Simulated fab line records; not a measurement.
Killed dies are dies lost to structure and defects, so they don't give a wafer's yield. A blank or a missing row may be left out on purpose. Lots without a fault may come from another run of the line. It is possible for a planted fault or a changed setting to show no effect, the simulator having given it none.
Chamber matching -- flow sky130 -- SKY_VIA2_ETCH_14 on rie_diel-01 has 4 sister chambers
The step etches BARC in N2/H2, stops on SiO2, time 45.9 s, target depth 60 nm. 14 wafers are shown with their chamber, then 7 later ones without.

## EACH WAFER AND ITS CHAMBER
wafer,chamber,drypump_motor_current_A (A),oes_product_au (a.u.),throttle_valve_pct (%)
L509.3,2,5.4,0.858,13.228
L509.4,3,5.6,0.853,13.225
L509.5,0,5.6,0.854,13.228
L511.1,0,5.5,0.844,13.223
L511.3,2,5.4,0.856,13.216
L511.5,0,5.5,0.858,13.210
L512.3,0,5.6,0.862,13.222
L512.5,3,5.6,0.853,13.209
L512.6,0,5.6,0.852,13.221
L515.2,2,5.4,0.864,13.230
L515.3,1,5.7,0.852,13.230
L515.6,0,5.6,0.850,13.227
L521.1,0,5.6,0.855,13.225
L521.2,3,5.6,0.850,13.238

SIGNATURES (averages over the wafers above)
reading,chamber 0,chamber 1,chamber 2,chamber 3,scatter within a chamber
drypump_motor_current_A,5.571,5.700,5.400,5.600,0.0378
oes_product_au,0.85357,0.85200,0.85933,0.85200,0.0049
throttle_valve_pct,13.22229,13.23000,13.22467,13.22400,0.00867
Rule: for each reading, subtract the chamber's mean from the wafer's reading, divide by that reading's scatter and square the result; add these up over the readings and take the root, which gives the wafer's distance from the chamber. If the next closest chamber is less than 2 further off than the closest, the wafer can't be placed; otherwise it belongs to the closest. The scatter is the square root of a quotient: the sum, over the shown wafers, of each reading's squared deviation from its chamber's mean, divided by wafers minus chambers.

## WAFERS WITH NO CHAMBER GIVEN
wafer,drypump_motor_current_A (A),oes_product_au (a.u.),throttle_valve_pct (%)
L521.5,5.5,0.851,13.219
L522.2,5.5,0.856,13.223
L522.3,5.7,0.855,13.222
L522.5,5.6,0.854,13.221
L526.1,5.7,0.855,13.215
L526.2,5.6,0.859,13.224
L526.3,5.6,0.852,13.226

## THE CHAMBER EACH PASSED THROUGH
wafer,from the rows above,in truth
L521.5,can't be placed: 0 or 3 or 2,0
L522.2,can't be placed: 0 or 2 or 3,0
L522.3,can't be placed: 1 or 3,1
L522.5,can't be placed: 3 or 0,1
L526.1,can't be placed: 1 or 3 or 0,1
L526.2,can't be placed: 0 or 3 or 1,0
L526.3,can't be placed: 3 or 0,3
Placed correctly: 0 of 7. From these rows, 7 cannot be placed; in 6 the true chamber is one of the candidates. Placed wrongly: 0.
